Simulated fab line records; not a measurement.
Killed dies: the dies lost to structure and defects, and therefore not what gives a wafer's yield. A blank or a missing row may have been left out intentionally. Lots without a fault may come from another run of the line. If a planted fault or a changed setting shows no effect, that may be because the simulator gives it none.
Matching of chambers || flow gf180mcu || GF_V4_CVD_02 on pecvd-01: 3 sister chambers
The step deposits SiO2 from TEOS, target thk 850 nm, time 94.851 s. 14 wafers are shown with their chamber, then 7 later ones without.

## WAFERS PAIRED WITH THEIR CHAMBERS
{"wafer": "L656.2", "chamber": 0, "heater_power_w (W)": 624}
{"wafer": "L656.4", "chamber": 2, "heater_power_w (W)": 601}
{"wafer": "L656.6", "chamber": 0, "heater_power_w (W)": 687}
{"wafer": "L657.2", "chamber": 1, "heater_power_w (W)": 613}
{"wafer": "L657.3", "chamber": 2, "heater_power_w (W)": 645}
{"wafer": "L657.6", "chamber": 0, "heater_power_w (W)": 580}
{"wafer": "L658.1", "chamber": 2, "heater_power_w (W)": 639}
{"wafer": "L658.2", "chamber": 1, "heater_power_w (W)": 579}
{"wafer": "L658.5", "chamber": 0, "heater_power_w (W)": 601}
{"wafer": "L663.2", "chamber": 1, "heater_power_w (W)": 714}
{"wafer": "L663.5", "chamber": 2, "heater_power_w (W)": 587}
{"wafer": "L663.6", "chamber": 1, "heater_power_w (W)": 569}
{"wafer": "L672.2", "chamber": 1, "heater_power_w (W)": 699}
{"wafer": "L672.3", "chamber": 0, "heater_power_w (W)": 654}

SIGNATURES (averages over the wafers above)
{"reading": "heater_power_w", "chamber 0": 629.20, "chamber 1": 634.80, "chamber 2": 618.00, "scatter within a chamber": 50.4}
Rule: for each reading, subtract the chamber's mean from the wafer's reading, divide by that reading's scatter and square the result; add these up over the readings and take the root, which gives the wafer's distance from the chamber. If the next closest chamber is less than 2 further off than the closest, the wafer can't be placed; otherwise it belongs to the closest. The scatter: the root of (the sum of the squares of (reading less its chamber's mean) over the shown wafers, divided by (wafers less chambers)).

## WAFERS WITH NO CHAMBER GIVEN
{"wafer": "L672.5", "heater_power_w (W)": 719}
{"wafer": "L675.3", "heater_power_w (W)": 658}
{"wafer": "L675.4", "heater_power_w (W)": 707}
{"wafer": "L675.6", "heater_power_w (W)": 765}
{"wafer": "L676.2", "heater_power_w (W)": 681}
{"wafer": "L676.4", "heater_power_w (W)": 752}
{"wafer": "L676.5", "heater_power_w (W)": 581}

## THE CHAMBER EACH PASSED THROUGH
{"wafer": "L672.5", "from the rows above": "can't be placed: 1 or 0 or 2", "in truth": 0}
{"wafer": "L675.3", "from the rows above": "can't be placed: 1 or 0 or 2", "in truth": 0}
{"wafer": "L675.4", "from the rows above": "can't be placed: 1 or 0 or 2", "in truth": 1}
{"wafer": "L675.6", "from the rows above": "can't be placed: 1 or 0 or 2", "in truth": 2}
{"wafer": "L676.2", "from the rows above": "can't be placed: 1 or 0 or 2", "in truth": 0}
{"wafer": "L676.4", "from the rows above": "can't be placed: 1 or 0 or 2", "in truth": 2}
{"wafer": "L676.5", "from the rows above": "can't be placed: 2 or 0 or 1", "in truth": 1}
Placed correctly: 0 of 7. Can't be placed from these rows: 7 (the true chamber is among the candidates in 7). 0 placed wrongly.
